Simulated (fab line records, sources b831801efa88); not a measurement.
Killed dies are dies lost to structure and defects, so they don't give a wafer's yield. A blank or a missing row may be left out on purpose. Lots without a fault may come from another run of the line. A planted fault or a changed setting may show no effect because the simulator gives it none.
Which tool did it? | flow gf180mcu | 6 lots, 18 wafers sampled, at 2 steps of a route of 602

WHAT THE GAUGES READ, wafer by wafer
GF_MVPSD_OVL_MEAS_07.
lot  | measured    | on         | MVPSD_OVL (nm)
L700 | day 5 15:59 | overlay-02 | 1.6 2.0 1.4
L702 | day 6 04:59 | overlay-02 | 1.0 -0.4 -0.1
L704 | day 6 23:27 | overlay-01 | 2.0 1.2 1.9
L710 | day 8 05:32 | overlay-01 | 294.7 294.2 295.4
L713 | day 9 01:00 | overlay-01 | 2.1 2.2 3.9
L716 | day 9 19:05 | overlay-02 | 1.1 1.0 2.2

WHICH TOOL RAN EACH LOT (tool, then ch and the chambers of the sampled wafers, then the start)
lot  | GF_MVPSD_EXPOSE_04
L700 | iline_stepper-01 ch 0, day 5 09:19
L702 | iline_stepper-01 ch 0, day 5 21:56
L704 | iline_stepper-01 ch 0, day 6 15:49
L710 | iline_stepper-01 ch 0, day 7 21:51
L713 | iline_stepper-02 ch 0, day 8 17:22
L716 | iline_stepper-02 ch 0, day 9 10:43
- GF_MVPSD_EXPOSE_04: exposes mask MVPSD, target cd 1000 nm.

THE ANSWER, worked out from the rows above alone
Rule: what is usual is taken from the lots themselves. Put in order of their means at a reading, lots are off if they are a third of the lots or fewer, leave a main group of 4 or more, and stand apart from it by a gap of 3 or more times the standard deviation of the main group's means; of several such gaps the widest counts. A main group whose means are all the same, to the digits that the tables above print for the reading, isn't used. A lot without any number at a reading at which 4 lots or more have one is off too. The other lots that the step has rows for count as sound.
Off: L710, at GF_MVPSD_OVL_MEAS_07 (MVPSD_OVL). The main group: mean 1.5 nm, standard deviation 0.82.
A tool fits if, at a process step before that reading, it ran every lot that is off, and no sound lot after the first of them. The gauges at GF_MVPSD_OVL_MEAS_07 are tried like those tools. One fits: iline_stepper-01 at GF_MVPSD_EXPOSE_04. Its last sound lot is L704 (day 6 15:49), its first lot that is off L710 (day 7 21:51): a fault that began between those two fits.

WHAT THE SIMULATOR HAD PUT IN
Scanner matching overlay: iline_stepper-01, from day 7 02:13 on, at GF_MVPSD_EXPOSE_04. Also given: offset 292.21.
Lots struck among those shown: L710. The rule above found the same.
